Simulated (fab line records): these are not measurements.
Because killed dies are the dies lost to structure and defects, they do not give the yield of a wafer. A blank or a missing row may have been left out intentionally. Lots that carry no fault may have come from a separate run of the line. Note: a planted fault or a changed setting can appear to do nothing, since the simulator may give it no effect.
One fault through the eyes of 2 desks	flow gf180mcu	what lay behind the numbers comes last; until then each desk has only its own

== AT THE TOOL OWNER'S DESK: hdpcvd-01 ==
The tool's own readings at GF_CONTACT_CVD_00 (deposits SiO2, target thk 300 nm, time 50 s): means of the sampled wafers that have a number, for each lot that ran on this tool. The brackets show how far a lot's mean lies from the usual mean; more than 4 standard deviations puts the lot out of limits, marked OUT.
Columns: A = sih4 flow sccm at GF_CONTACT_CVD_00, usual 59.99 sccm
lot	first seen here	A
L657	day 16 16:37	60.26
L662	day 18 10:46	30.08 (-99 or more) OUT
L663	day 18 17:50	29.85 (-99 or more) OUT
L669	day 21 05:10	59.97
L671	day 21 16:43	59.92
L672	day 22 00:55	59.96
L675	day 22 22:17	59.99
This desk finds L662, L663 out of limits, L662 being first, at day 18 10:46 (sih4 flow sccm at GF_CONTACT_CVD_00). Within limits: L657, L669, L671, L672, L675.

== THE METROLOGY DESK ==
What the gauges read, lot by lot, whatever tool the lot ran on: means of the sampled wafers that have a number. The brackets show how far a lot's mean lies from the usual mean; more than 4 standard deviations puts the lot out of limits, marked OUT.
Columns: A = cd nm at GF_SAB_CD_MEAS_09, usual 419.2 nm; B = SALICIDE_TIN_RS at GF_SALICIDE_RS_MEAS_04, usual 16.3 ohm/sq; C = CONTACT_CVD_00_THK at GF_CONTACT_THK_MEAS_01, usual 301 nm
lot	first seen here	A	B	C
L654	day 15 11:29	422.2	15.9	298
L656	day 16 05:27	423.2	16.3	298
L657	day 16 15:37	414.3	16.4	303
L662	day 18 09:44	419.7	16.7	153 (-41) OUT
L663	day 18 16:50	417.4	16.4	151 (-42) OUT
L668	day 20 10:55	420.6	16.4	301
L669	day 21 04:08	422.1	16.1	302
L670	day 21 10:07	419.9	16.7	304
L671	day 21 15:41	417.5	16.1	299
L672	day 21 23:56	418.1	16.2	299
L674	day 22 17:03	421.2	16.4	298
L675	day 22 21:09	420.5	16.1	303
This desk reports L662, L663 out of limits; the earliest was L662 at day 18 10:49 (CONTACT_CVD_00_THK at GF_CONTACT_THK_MEAS_01). Within limits: L654, L656, L657, L668, L669, L670, L671, L672, L674, L675.

== TAKEN TOGETHER ==
On L662, L663, at day 18 10:46, an alarm was possible from the tool owner's desk.
Metrology desk: alarm possible at day 18 10:49 on L662, L663.
The lots listed all ran GF_CONTACT_CVD_00 on hdpcvd-01.

== WHAT WAS PUT IN BY THE SIMULATOR ==
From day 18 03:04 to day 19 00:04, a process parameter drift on hdpcvd-01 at GF_CONTACT_CVD_00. From 60, the setting sih4 flow sccm moved by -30. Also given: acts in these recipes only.
Shown lots that were struck: L662, L663.
Time in hours from fault onset to the first out-of-limits reading at each desk: tool owner's desk 8, metrology desk 8.
